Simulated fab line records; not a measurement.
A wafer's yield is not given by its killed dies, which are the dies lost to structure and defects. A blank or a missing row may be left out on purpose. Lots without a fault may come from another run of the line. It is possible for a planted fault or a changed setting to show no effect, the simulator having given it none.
The tool behind it: which one? -- flow sky130 -- Sampling: 6 lots, 18 wafers, 2 of 708 route steps

WHAT THE GAUGES SHOWED, per wafer
SKY_VIA2_THK_MEAS_23: measures by xrf.
lot,measured,on,VIA2_W_THK (nm)
L756,day 37 09:04,film metro-04,411 416 417
L758,day 38 08:39,film metro-04,414 409 412
L761,day 39 11:47,film metro-04,412 419 411
L763,day 39 21:44,film metro-04,407 403 405
L774,day 42 20:29,film metro-04,404 400 404
L776,day 43 09:09,film metro-04,410 403 408

WHICH TOOL RAN EACH LOT (tool, then ch and the chambers of the sampled wafers, then the start)
lot,SKY_LI_CONTACT_HDPCVD_00
L756,"hdpcvd-01 ch 0,1, day 28 22:02"
L758,"hdpcvd-01 ch 0,2, day 30 00:44"
L761,"hdpcvd-01 ch 0,1,2, day 31 05:14"
L763,"hdpcvd-02 ch 0,1,2, day 31 19:59"
L774,"hdpcvd-02 ch 0,2, day 35 00:28"
L776,"hdpcvd-02 ch 0,1, day 35 16:07"
- SKY_LI_CONTACT_HDPCVD_00: deposits PSG, target thk 930 nm, time 155 s.

THE ANSWER, worked out from the rows above alone
Rule: usual is defined by the lots themselves. Put in order of their means at a reading, lots are off if they are a third of the lots or fewer, leave a main group of 4 or more, and stand apart from it by a gap of 3 or more times the standard deviation of the main group's means; of several such gaps the widest counts. If all means in a main group match to the digits the tables above print for the reading, that group is not used. A lot without any number at a reading at which 4 lots or more have one is off too. Where the step has rows for the other lots, those lots are counted as sound.
No lot is off at any reading shown: from this, nothing can be told.

WHAT HAD BEEN PUT IN BY THE SIMULATOR
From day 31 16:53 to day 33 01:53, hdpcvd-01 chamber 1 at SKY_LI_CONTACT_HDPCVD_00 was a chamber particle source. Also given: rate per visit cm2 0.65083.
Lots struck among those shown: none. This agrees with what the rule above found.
